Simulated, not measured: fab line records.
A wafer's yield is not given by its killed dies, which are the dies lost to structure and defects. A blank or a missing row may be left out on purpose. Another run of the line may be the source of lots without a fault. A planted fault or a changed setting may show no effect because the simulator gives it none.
One fault through the eyes of 2 desks + flow gf180mcu + each desk holds nothing but its own numbers, with what lay behind them at the end

METROLOGY DESK
What the gauges read for every lot (on any tool): the sampled wafers with a number, averaged. If a lot's mean is further than 4 standard deviations from the usual mean, the lot is out of limits and carries the mark OUT (the distance appears in the brackets). Of its 9 readings 7 are shown: those that lie furthest out on some lot.
Columns: A = V1_W_RS at GF_V1_RS_MEAS_24, usual 0.330 ohm/sq; B = V1_W_THK at GF_V1_THK_MEAS_25, usual 345 nm; C = M2_ALCU_RS at GF_M2_RS_MEAS_05, usual 0.0695 ohm/sq; D = M2_ALCU_THK at GF_M2_THK_MEAS_06, usual 457 nm; E = cdNm at GF_M2_CD_MEAS_14, usual 280.2 nm; F = V2_CVD_02_THK at GF_V2_THK_MEAS_03, usual 852 nm; G = V2_BOW at GF_V2_BOW_MEAS_05, usual 100 um
| lot  | first seen here | A     | B   | C      | D   | E     | F   | G   |
|------|-----------------|-------|-----|--------|-----|-------|-----|-----|
| L913 | day 18 22:35    | 0.331 | 341 | 0.0689 | 459 | 281.7 | 852 | 103 |
| L920 | day 21 13:11    | 0.328 | 358 | 0.0695 | 454 | 281.6 | 844 | 116 |
| L932 | day 25 22:53    | 0.335 | 338 | 0.0687 | 458 | 281.4 | 863 | 88  |
| L933 | day 26 01:38    | 0.332 | 349 | 0.0689 | 460 | 277.9 | 851 | 85  |
| L934 | day 26 13:27    | 0.331 | 343 | 0.0683 | 465 | 280.6 | 851 | 92  |
This desk's finding: nothing out of limits on any of the 5 lots.

THE TOOL OWNER'S DESK: pvdSputter-02
The tool's own readings at GF_M2_SPUTTER_04 (material TiN, target thk 50 nm, time 41.7 s): means of the sampled wafers that have a number, for each lot that ran on this tool. If a lot's mean is further than 4 standard deviations from the usual mean, the lot is out of limits and carries the mark OUT (the distance appears in the brackets).
Columns: A = throttleValvePct at GF_M2_SPUTTER_04, usual 30.0 %
| lot  | first seen here | A    |
|------|-----------------|------|
| L913 | day 18 23:13    | 28.2 |
| L920 | day 21 13:51    | 28.9 |
This desk's finding: nothing out of limits on any of the 2 lots.

TAKEN TOGETHER
From the metrology desk's view, nothing was out of limits.
The desk of the tool owner found nothing out of limits.

WHAT THE SIMULATOR HAD PUT IN
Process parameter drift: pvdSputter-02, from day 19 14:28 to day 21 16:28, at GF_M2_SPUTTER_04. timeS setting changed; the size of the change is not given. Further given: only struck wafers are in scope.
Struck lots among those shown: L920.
